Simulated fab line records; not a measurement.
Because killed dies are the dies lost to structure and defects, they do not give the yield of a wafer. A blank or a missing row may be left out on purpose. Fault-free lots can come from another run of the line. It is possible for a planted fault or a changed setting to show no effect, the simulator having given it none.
A lot that was struck, set against a sound lot    flow sky130    14 out of 708 route steps
Sound: the wafers L643.1, L643.3, L643.4. Wafers struck: L656.2, L656.3, L656.6. The cause comes at the end.
Per side, at each step with rows, come the tool, then ch with its chambers, and then its first start. Under that, the readings that differ: sound wafers    struck wafers    difference of the means    sigmas: that difference in standard deviations of wafers without a fault.
alike: readings whose means differ by less than 2 such deviations, and words and numbers that are the same on both sides. not compared: withheld readings, readings that some wafer has no value for, bounds like >300 that may hide the same value, and numbers for which the record gives no deviation and whose values overlap.
A row with sigmas, a row that says differs or no value, or rows on one side alone: a step with any of these is where the two part. Non-overlapping numbers with no deviation appear without sigmas and do not part them. A reading missing from all wafers of one side parts the sides only when that side holds two or more wafers.

first, 4 steps without rows for these wafers: SKY_VT_ADJUST_PCH_SOFTBAKE_03; SKY_VT_ADJUST_PCH_EXPOSE_04 (exposes mask NWM, target cd 840 nm); SKY_VT_ADJUST_PCH_PEB_05; SKY_VT_ADJUST_PCH_DEVELOP_06 (develop time 60 s).
SKY_VT_ADJUST_PCH_OVL_MEAS_07:
  struck on overlay-01, day 15 08:05; sound on overlay-01, day 11 02:26
  alike: VT_ADJUST_PCH_OVL
next, for these wafers, 1 step has no rows: SKY_VT_ADJUST_PCH_IMPLANT_08.
SKY_VT_ADJUST_PCH_STRIP_09: strips in O2/N2.
  sound on plasma asher-03 ch 0,1, day 11 02:37; struck on plasma asher-03 ch 0, day 15 08:16
  alike: chamber pressure mTorr, drypump motor current A, oes product au, strip time to endpoint s
  not compared: rf hours counter h
SKY_VT_ADJUST_PCH_TW_MEAS_10:
  struck on film metro-02, day 15 08:23; sound on film metro-02, day 11 02:43
  alike: VT_ADJUST_PCH_TW
then, 4 steps without rows for these wafers: SKY_SONOS_TUNNEL_DEHYDRATE_00 (time 60 s); SKY_SONOS_TUNNEL_HMDS_01 (prime time 60 s); SKY_SONOS_TUNNEL_COAT_02 (resist thk 1140 nm); SKY_SONOS_TUNNEL_SOFTBAKE_03 (time 60 s).
SKY_SONOS_TUNNEL_EXPOSE_04: exposes mask TUNM, target cd 410 nm.
  struck on iline stepper-01, day 15 22:23; sound on iline stepper-01 ch 0, day 11 14:32
  no value came back on the struck wafers for exposure dose mJ cm2, focus offset nm (nm); on the sound wafers exposure dose mJ cm2 reads 135.95 135.99 135.97
  alike: mask
next, for these wafers, 1 step has no rows: SKY_SONOS_TUNNEL_PEB_05.

WHERE THEY PART
SKY_SONOS_TUNNEL_EXPOSE_04 only, going by this record.

WHY: what had been put in by the simulator
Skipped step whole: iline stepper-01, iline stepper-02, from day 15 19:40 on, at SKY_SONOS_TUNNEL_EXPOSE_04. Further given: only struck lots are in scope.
